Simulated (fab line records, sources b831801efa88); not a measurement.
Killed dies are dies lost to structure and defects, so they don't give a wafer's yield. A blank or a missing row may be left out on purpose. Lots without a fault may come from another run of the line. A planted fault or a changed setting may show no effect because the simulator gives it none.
Which tool did it? | flow sky130 | 6 lots, 18 wafers sampled, at 3 steps of a route of 708

WHAT THE GAUGES READ, wafer by wafer
SKY_NWELL_RS_MEAS_29: measures by four-point-probe.
lot  | measured     | on            | NWELL_RS (ohm/sq)
L565 | day 5 22:05  | film_metro-04 | 623.6 625.9 622.5
L568 | day 6 20:22  | film_metro-01 | 623.2 621.9 623.7
L570 | day 7 03:50  | film_metro-01 | 625.5 622.8 624.9
L581 | day 10 03:38 | film_metro-01 | 629.0 630.8 631.0 628.9 629.7 629.8
L583 | day 10 17:24 | film_metro-01 | 623.1 624.9 623.9
L585 | day 11 06:53 | film_metro-02 | 623.3 621.3 624.3

WHICH TOOL RAN EACH LOT (tool, then ch and the chambers of the sampled wafers, then the start)
lot  | SKY_NWELL_IMPLANT_13            | SKY_NWELL_RTA_28
L565 | implanter-01 ch 0, day 5 02:59  | rtp_anneal-02 ch 0, day 5 21:59
L568 | implanter-01 ch 0, day 5 23:55  | rtp_anneal-01 ch 0, day 6 20:16
L570 | implanter-02 ch 0, day 6 07:52  | rtp_anneal-02 ch 0, day 7 03:44
L581 | implanter-03 ch 0, day 9 03:49  | rtp_anneal-01 ch 0, day 10 03:32
L583 | implanter-02 ch 0, day 9 17:54  | rtp_anneal-01 ch 0, day 10 17:18
L585 | implanter-02 ch 0, day 10 06:46 | rtp_anneal-01 ch 0, day 11 06:47
- SKY_NWELL_IMPLANT_13
- SKY_NWELL_RTA_28: time 30 s.

THE ANSWER, worked out from the rows above alone
Rule: what is usual is taken from the lots themselves. Put in order of their means at a reading, lots are off if they are a third of the lots or fewer, leave a main group of 4 or more, and stand apart from it by a gap of 3 or more times the standard deviation of the main group's means; of several such gaps the widest counts. A main group whose means are all the same, to the digits that the tables above print for the reading, isn't used. A lot without any number at a reading at which 4 lots or more have one is off too. The other lots that the step has rows for count as sound.
Off: L581, at SKY_NWELL_RS_MEAS_29 (NWELL_RS). The main group: mean 623.7 ohm/sq, standard deviation 0.59.
A tool fits if, at a process step before that reading, it ran every lot that is off, and no sound lot after the first of them. The gauges at SKY_NWELL_RS_MEAS_29 are tried like those tools. One fits: implanter-03 at SKY_NWELL_IMPLANT_13. It ran no sound lot before its first lot that is off in this sample, so the start can't be narrowed down.

WHAT THE SIMULATOR HAD PUT IN
Process parameter drift: implanter-03, from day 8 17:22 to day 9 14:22, at SKY_NWELL_IMPLANT_13. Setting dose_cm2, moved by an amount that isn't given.
Lots struck among those shown: L581. The rule above found the same.
